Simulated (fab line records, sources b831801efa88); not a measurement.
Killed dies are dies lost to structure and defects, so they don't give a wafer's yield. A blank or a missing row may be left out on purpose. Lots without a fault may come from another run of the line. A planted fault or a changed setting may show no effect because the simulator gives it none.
One fault seen from 2 desks | flow gf180mcu | each desk has only its own numbers; what lay behind them comes last

THE METROLOGY DESK
What the gauges read, lot by lot, whatever tool the lot ran on: means of the sampled wafers that have a number. A lot is out of limits, marked OUT, if its mean lies more than 4 standard deviations from the usual mean; the brackets give that distance.
Columns: A = M1_ALCU_THK at GF_M1_THK_MEAS_06, usual 450 nm
lot  | first seen here | A
L630 | day 16 00:29    | 450
L631 | day 16 13:53    | 450
L632 | day 16 23:53    | 447
L634 | day 17 12:40    | 452
L636 | day 18 10:46    | 455
L637 | day 18 23:23    | 450
L639 | day 19 19:14    | 451
L640 | day 19 22:12    | 455
L641 | day 20 07:26    | 451
L642 | day 20 15:34    | 449
L643 | day 20 22:58    | 447
L645 | day 21 15:16    | 454
L650 | day 23 11:38    | 455
L651 | day 23 19:20    | 448
This desk's finding: nothing out of limits on any of the 14 lots.

THE TOOL OWNER'S DESK: litho_track-01
The tool's own readings at GF_POLY_GATE_DEVELOP_09 (develop time 60 s): means of the sampled wafers that have a number, for each lot that ran on this tool. A lot is out of limits, marked OUT, if its mean lies more than 4 standard deviations from the usual mean; the brackets give that distance.
Columns: A = developer_temp_C at GF_POLY_GATE_DEVELOP_09, usual 21.02 C
lot  | first seen here | A
L630 | day 9 02:21     | 21.01
L631 | day 9 11:36     | 20.93
L632 | day 9 19:37     | 21.07
L650 | day 15 04:53    | 20.32 (-7.0) OUT
L651 | day 15 11:56    | 20.40 (-6.2) OUT
This desk's finding: out of limits on L650, L651; first on L650, day 15 04:53 (developer_temp_C at GF_POLY_GATE_DEVELOP_09). In limits: L630, L631, L632.

PUT TOGETHER
The tool owner's desk could have raised an alarm at day 15 04:53, on L650, L651.
The metrology desk saw nothing out of limits.
The metrology desk has L650, L651 on record, within its limits.
Of the lots named, all ran GF_POLY_GATE_DEVELOP_09 on litho_track-01.

WHAT THE SIMULATOR HAD PUT IN
Process parameter drift: litho_track-01, from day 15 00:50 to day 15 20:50, at GF_POLY_GATE_DEVELOP_09. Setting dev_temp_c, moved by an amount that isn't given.
Lots struck among those shown: L650, L651.
Hours from the fault's start to each desk's first reading out of limits: the tool owner's desk, 4.
